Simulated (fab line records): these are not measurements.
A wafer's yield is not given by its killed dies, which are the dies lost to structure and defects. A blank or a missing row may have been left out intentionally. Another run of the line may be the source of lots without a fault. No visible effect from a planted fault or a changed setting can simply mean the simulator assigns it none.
8D (eight disciplines) problem report, filled in by code | flow sfq line | the parts of the form that need people (team, actions taken, sign-off) are left out

## 1. PROBLEM STATEMENT
Mean of thk nm at SFQ_TRILAYER_I4_METRO_MEASURE_101: 180.2 nm across 2 wafers in 2 lots; on wafers with no fault it is 200.2 nm (standard deviation 1.1). That is -18 standard deviations from the usual mean.
First seen on wafer L873.2, day 55 13:49, on film metro-04. At this step, 18 wafers from 6 lots have a number in the record. Rule for "out", or "out of limits": more than 4 standard deviations from the usual mean. The rest of the wafers with a number are treated as sound.

## 2. WHAT IT IS, AND WHAT IT ISN'T
question                    | is                           | is not
which readings at this step | thk nm                       | -
which lots                  | L873, L874                   | L871, L886, L889, L894
which wafers of those lots  | L873.2, L874.4               | L873.3, L873.5, L874.2, L874.6
read on which tools         | film metro-02, film metro-04 | film metro-01
when                        | from day 55 13:49            | up to then (5 sound wafers); but 11 sound wafers of L874, L886, L889, L894 came after

## 3. THE SUSPECTS, EACH WITH WHAT RULES IT OUT
Counting: any tool at a process step up to the reading remains a suspect provided it ran every lot that is out. Sound lots after the first of them don't rule it out here, since some wafers of a struck lot are sound.
- cmp-01 at SFQ_TRILAYER_I4_CMP_CMP_100 (polishes SiO2): kept. It ran every lot that is out, first L873 (day 55 11:00); its last sound lot up to then is L871 (day 54 03:54).
- In cmp-01 at SFQ_TRILAYER_I4_CMP_CMP_100, the wafers that are out were processed in chamber 1 and their sound lot-mates in chambers 0, 3.
Remaining after the count: cmp-01 at SFQ_TRILAYER_I4_CMP_CMP_100.

## 4. THE CAUSE (what the simulator had put in)
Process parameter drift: cmp-01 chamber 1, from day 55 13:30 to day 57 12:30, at SFQ_TRILAYER_I4_CMP_CMP_100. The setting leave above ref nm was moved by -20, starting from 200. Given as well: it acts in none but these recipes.
Counting left only this tool.

## 5. SEQUENCE OF EFFECTS, ordered by route
One row per reading whose mean, taken over the struck wafers that have a number, lies over 3 standard deviations from the usual. Only readings for which the record gives a usual standard deviation are gone through. hours: the time from each lot's start at the first step in this table that gives one to its start at this step, as a median over the lots. sigmas: the change in usual standard deviations.
hours | step                                  | reading        | usual      | on struck wafers | change | sigmas
0     | SFQ_TRILAYER_I4_METRO_MEASURE_101     | thk nm         | 200.2 nm   | 180.2            | -20.0  | -18
121   | SFQ_TRILAYER_I4_VIA_ETCH_VIA_ETCH_106 | oes product au | 0.855 a.u. | 0.808            | -0.047 | -9.3
The process steps in it:
- SFQ_TRILAYER_I4_METRO_MEASURE_101
- SFQ_TRILAYER_I4_VIA_ETCH_VIA_ETCH_106: etches SiO2 in CHF3, stops on Nb, target depth 260 nm.
At these later measuring or inspecting steps, every struck wafer for which the step has a row has a number for every such reading, and none has moved that far: SFQ_I4_OVL_MEAS_928, SFQ_JJ_RS_MEAS_929, SFQ_JJ_OVL_MEAS_931.

## 6. WHAT WOULD HAVE CAUGHT IT SOONER
First out-of-limits reading in this record: day 55 13:49, which is 0 hours after fault onset at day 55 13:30.
Of the tool readings at SFQ_TRILAYER_I4_CMP_CMP_100 for which the record gives a usual standard deviation, none was out on any struck wafer, so an alarm limit of 4 standard deviations on them would not have fired.
L874, from the lots that are out (2), started SFQ_TRILAYER_I4_CMP_CMP_100 on cmp-01 later than day 55 13:49. A tool hold placed at that time would have kept it from harm.
